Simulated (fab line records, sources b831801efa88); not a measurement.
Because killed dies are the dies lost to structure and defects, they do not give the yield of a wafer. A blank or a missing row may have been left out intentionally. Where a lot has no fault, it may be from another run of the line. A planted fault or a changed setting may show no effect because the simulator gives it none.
2 desks looking at one fault :: flow sfqLine :: numbers are kept per desk, each desk with only its own; the story behind them comes last

AT THE TOOL OWNER'S DESK: lithoTrack-04
The tool's own readings at SFQ_TRILAYER_M2_LITHO_COAT_062 (resist thk 62 nm): means of the sampled wafers that have a number, for each lot that ran on this tool. The brackets show how far a lot's mean lies from the usual mean; more than 4 standard deviations puts the lot out of limits, marked OUT.
Columns: A = dispensePressureKPa at SFQ_TRILAYER_M2_LITHO_COAT_062, usual 52 kPa
lot: L114
first seen here: day 16 18:37
A: 56

lot: L116
first seen here: day 17 19:17
A: 56

lot: L124
first seen here: day 21 12:22
A: 56

lot: L129
first seen here: day 23 12:25
A: 56
This desk's finding: nothing out of limits on any of the 4 lots.

AT THE METROLOGY DESK
Means of the sampled wafers that have a number, per lot and without regard to the tool the lot ran on: this is what the gauges read. The brackets show how far a lot's mean lies from the usual mean; more than 4 standard deviations puts the lot out of limits, marked OUT.
Columns: A = I1_OVL at SFQ_I1_OVL_MEAS_913, usual 1 nm; B = M2_NB_RS at SFQ_M2_RS_MEAS_914, usual 0.892 ohm/sq; C = M2_OVL at SFQ_M2_OVL_MEAS_916, usual -1 nm
lot: L111
first seen here: day 15 16:10
A: -3
B: 0.889
C: 2

lot: L114
first seen here: day 16 17:22
A: 4
B: 0.896
C: 4

lot: L116
first seen here: day 17 17:20
A: -4
B: 0.894
C: -2

lot: L124
first seen here: day 21 11:01
A: -5
B: 0.899
C: -4

lot: L128
first seen here: day 22 23:07
A: -2
B: 0.890
C: -4

lot: L129
first seen here: day 23 11:07
A: -8
B: 0.880
C: 3
This desk's finding: nothing out of limits on any of the 6 lots.

ALL TOGETHER
The tool owner's desk saw nothing out of limits.
Metrology desk: nothing out of limits seen.

WHAT THE SIMULATOR HAD INSERTED
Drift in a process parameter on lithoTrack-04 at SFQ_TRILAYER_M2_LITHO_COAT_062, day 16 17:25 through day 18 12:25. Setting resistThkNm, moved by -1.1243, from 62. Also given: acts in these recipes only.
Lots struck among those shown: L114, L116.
